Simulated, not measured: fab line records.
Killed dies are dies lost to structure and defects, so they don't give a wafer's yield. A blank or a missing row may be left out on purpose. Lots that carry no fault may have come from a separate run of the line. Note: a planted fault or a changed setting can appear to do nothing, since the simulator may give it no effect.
Split-lot study :: flow sky130 :: 23 wafers read from 5 lots, route of 708 steps

SPLIT DETAILS
At SKY_SD_N_IMPLANT_09, the setting energy-kev was moved away from the recipe's 50 on 6 of the 23 wafers read, by -2.8% to +1.6%. For the rest of the wafers, this setting stayed at what the recipe calls for.

FROM THE SPLIT TO THE READING: what the file shows between them, 4 steps
- SKY_SD_N_IMPLANT_10 (also split here: energy-kev)
- SKY_SD_N_STRIP_11: strips in O2/N2
- SKY_SD_N_CLEAN_13: cleans in SC1/SC2, time 150 s
- SKY_SD_N_RTA_14: time 2 s

THE READING
At SKY_SD_N_RS_MEAS_16, a four-point-probe measurement gives SD_N_RS in ohm/sq. A value of 68.55 ohm/sq with a standard deviation of 0.11 ohm/sq is what fault-free wafers of this fab line usually give.

wafer: L075.1
tool, chamber at the split: implanter-01, 0
energy-kev as run: 50
against the recipe: recipe
SD_N_RS, ohm/sq: 68.54
against lot-mates on the recipe: -

wafer: L075.2
tool, chamber at the split: implanter-01, 0
energy-kev as run: 50
against the recipe: recipe
SD_N_RS, ohm/sq: 68.50
against lot-mates on the recipe: -

wafer: L075.5
tool, chamber at the split: implanter-01, 0
energy-kev as run: 50
against the recipe: recipe
SD_N_RS, ohm/sq: 68.55
against lot-mates on the recipe: -

wafer: L076.1
tool, chamber at the split: implanter-03, 0
energy-kev as run: 48.6
against the recipe: -2.8%
SD_N_RS, ohm/sq: 69.32
against lot-mates on the recipe: +0.66

wafer: L076.3
tool, chamber at the split: implanter-03, 0
energy-kev as run: 48.6
against the recipe: -2.8%
SD_N_RS, ohm/sq: 69.88
against lot-mates on the recipe: +1.22

wafer: L076.4
tool, chamber at the split: implanter-03, 0
energy-kev as run: 50
against the recipe: recipe
SD_N_RS, ohm/sq: 68.60
against lot-mates on the recipe: -

wafer: L076.5
tool, chamber at the split: implanter-03, 0
energy-kev as run: 50
against the recipe: recipe
SD_N_RS, ohm/sq: 68.72
against lot-mates on the recipe: -

wafer: L076.6
tool, chamber at the split: implanter-03, 0
energy-kev as run: 48.6
against the recipe: -2.8%
SD_N_RS, ohm/sq: 69.49
against lot-mates on the recipe: +0.83

wafer: L077.1
tool, chamber at the split: implanter-03, 0
energy-kev as run: 50
against the recipe: recipe
SD_N_RS, ohm/sq: 68.46
against lot-mates on the recipe: -

wafer: L077.2
tool, chamber at the split: implanter-03, 0
energy-kev as run: 50
against the recipe: recipe
SD_N_RS, ohm/sq: 68.49
against lot-mates on the recipe: -

wafer: L077.3
tool, chamber at the split: implanter-03, 0
energy-kev as run: 50
against the recipe: recipe
SD_N_RS, ohm/sq: 68.44
against lot-mates on the recipe: -

wafer: L077.5
tool, chamber at the split: implanter-03, 0
energy-kev as run: 50
against the recipe: recipe
SD_N_RS, ohm/sq: 68.44
against lot-mates on the recipe: -

wafer: L077.6
tool, chamber at the split: implanter-03, 0
energy-kev as run: 50
against the recipe: recipe
SD_N_RS, ohm/sq: 68.41
against lot-mates on the recipe: -

wafer: L082.1
tool, chamber at the split: implanter-04, 0
energy-kev as run: 50
against the recipe: recipe
SD_N_RS, ohm/sq: 68.52
against lot-mates on the recipe: -

wafer: L082.2
tool, chamber at the split: implanter-04, 0
energy-kev as run: 50
against the recipe: recipe
SD_N_RS, ohm/sq: 68.62
against lot-mates on the recipe: -

wafer: L082.4
tool, chamber at the split: implanter-04, 0
energy-kev as run: 50
against the recipe: recipe
SD_N_RS, ohm/sq: 68.76
against lot-mates on the recipe: -

wafer: L082.5
tool, chamber at the split: implanter-04, 0
energy-kev as run: 50
against the recipe: recipe
SD_N_RS, ohm/sq: 68.54
against lot-mates on the recipe: -

wafer: L082.6
tool, chamber at the split: implanter-04, 0
energy-kev as run: 50
against the recipe: recipe
SD_N_RS, ohm/sq: 68.68
against lot-mates on the recipe: -

wafer: L083.1
tool, chamber at the split: implanter-01, 0
energy-kev as run: 50.82
against the recipe: +1.6%
SD_N_RS, ohm/sq: 68.16
against lot-mates on the recipe: -0.55

wafer: L083.3
tool, chamber at the split: implanter-01, 0
energy-kev as run: 50.82
against the recipe: +1.6%
SD_N_RS, ohm/sq: 68.15
against lot-mates on the recipe: -0.56

wafer: L083.4
tool, chamber at the split: implanter-01, 0
energy-kev as run: 50
against the recipe: recipe
SD_N_RS, ohm/sq: 68.68
against lot-mates on the recipe: -

wafer: L083.5
tool, chamber at the split: implanter-01, 0
energy-kev as run: 50.82
against the recipe: +1.6%
SD_N_RS, ohm/sq: 68.18
against lot-mates on the recipe: -0.53

wafer: L083.6
tool, chamber at the split: implanter-01, 0
energy-kev as run: 50
against the recipe: recipe
SD_N_RS, ohm/sq: 68.74
against lot-mates on the recipe: -

FIT RESULTS
A straight line over all 23 wafers: SD_N_RS changes by -0.324 ohm/sq for each +1% of energy-kev; r = -0.94; the points scatter about the line by 0.14 ohm/sq.
The same after taking each lot's own level away (the mean of its wafers on the recipe; 23 wafers): -0.326 ohm/sq for each +1%; r = -0.97; scatter 0.1 ohm/sq.
On that fit, the largest move of energy-kev shifts the reading by 0.91 ohm/sq.
The lots' own levels span 68.448 to 68.710 ohm/sq, that is 2.4 times the standard deviation above.
Consequently the slope shifts little with the lot-to-lot level, the two slopes agreeing.
Check: with one of the wafers moved furthest among these (-2.8%) left out of the fit, the line predicts +1 ohm/sq for it against its lot-mates. Against them it came out at +0.66 ohm/sq.

THESE WAFERS: OTHER SPLITS
Other splits were also applied to these wafers ahead of the reading. Each is held against what the fit with the lots' levels taken away leaves over:
other split on the same wafers: SKY_POLY_GATE_IMPLANT_02 dose-cm2
wafers away from the commonest value: 10
r with SD_N_RS (lot level and that fit taken away): -0.30

other split on the same wafers: SKY_POLY_GATE_ETCH_16 time-s
wafers away from the commonest value: 11
r with SD_N_RS (lot level and that fit taken away): -0.04

other split on the same wafers: SKY_LDD_N_IMPLANT_09 energy-kev
wafers away from the commonest value: 7
r with SD_N_RS (lot level and that fit taken away): +0.07

other split on the same wafers: SKY_LDD_HVN_IMPLANT_08 energy-kev
wafers away from the commonest value: 6
r with SD_N_RS (lot level and that fit taken away): -0.04

other split on the same wafers: SKY_SD_P_DEVELOP_06 develop-time-s
wafers away from the commonest value: 10
r with SD_N_RS (lot level and that fit taken away): -0.28

other split on the same wafers: SKY_SD_N_IMPLANT_10 energy-kev
wafers away from the commonest value: 5
r with SD_N_RS (lot level and that fit taken away): -0.51

THE WHOLE CHAIN: every reading that the file lists as answering this split, in the file's order
step: SKY_SD_N_IMPLANT_09
what it does: 
reading: implant.rp-nm (the simulator's own value, which no gauge read)
change (the file's fit): +0.259 nm for each +1% of the setting
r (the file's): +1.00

step: SKY_SD_N_IMPLANT_09
what it does: 
reading: implant.drp-nm (the simulator's own value, which no gauge read)
change (the file's fit): +0.106 nm for each +1% of the setting
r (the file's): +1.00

step: SKY_SD_N_STRIP_11
what it does: strips in O2/N2
reading: strip-time-to-endpoint-s
change (the file's fit): withheld for each +1% of the setting
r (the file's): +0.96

step: SKY_SD_N_RS_MEAS_16
what it does: measures by four-point-probe
reading: SD_N_RS
change (the file's fit): -0.325 for each +1% of the setting
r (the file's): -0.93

THE FILE'S OWN FIT
SD_N_RS changes by -0.325 ohm/sq for each +1% of energy-kev, r = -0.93.
